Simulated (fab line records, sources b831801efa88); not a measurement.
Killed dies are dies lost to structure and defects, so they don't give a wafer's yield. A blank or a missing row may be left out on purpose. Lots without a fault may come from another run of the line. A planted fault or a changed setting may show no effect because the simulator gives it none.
Split-lot experiment | flow sfq_line | 5 lots, 19 wafers read, on a route of 325 steps

THE SPLIT
At SFQ_TRILAYER_R5_LITHO_COAT_141 (resist thk 62 nm), the setting resist_thk_nm was moved away from the recipe's 62 nm on 5 of the 19 wafers read, by -3.8% to +5.0%. The other wafers ran this setting at the recipe's value.

The file shows no step between the split and the reading.

THE READING
etch.depth_nm (the simulator's own value, which no gauge read), in nm, at SFQ_TRILAYER_R5_BARC_OPEN_METAL_ETCH_177 (etches BARC in O2, target depth 125 nm, time 41.7 s). The file gives no usual value for it. The 14 wafers here that ran the recipe average 61.99 nm, standard deviation 0.13 nm.

wafer  | tool, chamber at the split | resist_thk_nm as run, nm | against the recipe | etch.depth_nm, nm | against lot-mates on the recipe
L074.1 | litho_track-03, 0          | 65.12                    | +5.0%              | 65                | +2.91
L074.2 | litho_track-03, 0          | 62                       | recipe             | 62.03             | -
L074.4 | litho_track-03, 0          | 62                       | recipe             | 62.16             | -
L074.5 | litho_track-03, 0          | 65.12                    | +5.0%              | 65.04             | +2.95
L074.6 | litho_track-03, 0          | 65.12                    | +5.0%              | 65.01             | +2.92
L075.1 | litho_track-03, 0          | 62                       | recipe             | 62.23             | -
L075.2 | litho_track-03, 0          | 59.65                    | -3.8%              | 59.82             | -2.41
L075.3 | litho_track-03, 0          | 59.65                    | -3.8%              | 59.59             | -2.64
L076.3 | litho_track-01, 0          | 62                       | recipe             | 61.79             | -
L076.4 | litho_track-01, 0          | 62                       | recipe             | 61.91             | -
L076.6 | litho_track-01, 0          | 62                       | recipe             | 61.92             | -
L078.1 | litho_track-02, 0          | 62                       | recipe             | 61.99             | -
L078.4 | litho_track-02, 0          | 62                       | recipe             | 61.95             | -
L078.5 | litho_track-02, 0          | 62                       | recipe             | 61.85             | -
L083.1 | litho_track-01, 0          | 62                       | recipe             | 62.01             | -
L083.2 | litho_track-01, 0          | 62                       | recipe             | 62.06             | -
L083.3 | litho_track-01, 0          | 62                       | recipe             | 62.2              | -
L083.4 | litho_track-01, 0          | 62                       | recipe             | 61.98             | -
L083.5 | litho_track-01, 0          | 62                       | recipe             | 61.84             | -

THE FIT
A straight line over all 19 wafers: etch.depth_nm changes by +0.602 nm for each +1% of resist_thk_nm; r = +1.00; the points scatter about the line by 0.12 nm.
The same after taking each lot's own level away (the mean of its wafers on the recipe; 19 wafers): +0.607 nm for each +1%; r = +1.00; scatter 0.12 nm.
On that fit, the largest move of resist_thk_nm shifts the reading by 3.1 nm.
The lots' own levels span 61.873 to 62.230 nm, that is 2.8 times the standard deviation above.
So the lot-to-lot level changes the slope little: the two slopes agree.
Check: with one of the wafers moved furthest among these (+5.0%) left out of the fit, the line predicts +3.05 nm for it against its lot-mates. It came out at +2.91 nm against them.

OTHER SPLITS ON THESE WAFERS
These wafers also went through other splits before the reading. Each is held against what the fit with the lots' levels taken away leaves over:
other split on the same wafers        | wafers away from the commonest value | r with etch.depth_nm (lot level and that fit taken away)
SFQ_TRILAYER_A5B_DEP_PECVD_129 time_s | 7                                    | -0.01

THE WHOLE CHAIN: every reading that the file lists as answering this split, in the file's order
step                                     | what it does                                        | reading                                                                                    | change (the file's fit)               | r (the file's)
SFQ_TRILAYER_R5_LITHO_COAT_141           | resist thk 62 nm                                    | BARC_of_TRILAYER_R5_LITHO_COAT_141.thk_nm (the simulator's own value, which no gauge read) | +0.604 nm for each +1% of the setting | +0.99
SFQ_TRILAYER_R5_BARC_OPEN_METAL_ETCH_177 | etches BARC in O2, target depth 125 nm, time 41.7 s | etch.depth_nm (the simulator's own value, which no gauge read)                             | +0.601 nm for each +1% of the setting | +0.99

THE FILE'S OWN FIT
etch.depth_nm changes by +0.601 nm for each +1% of resist_thk_nm, r = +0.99.
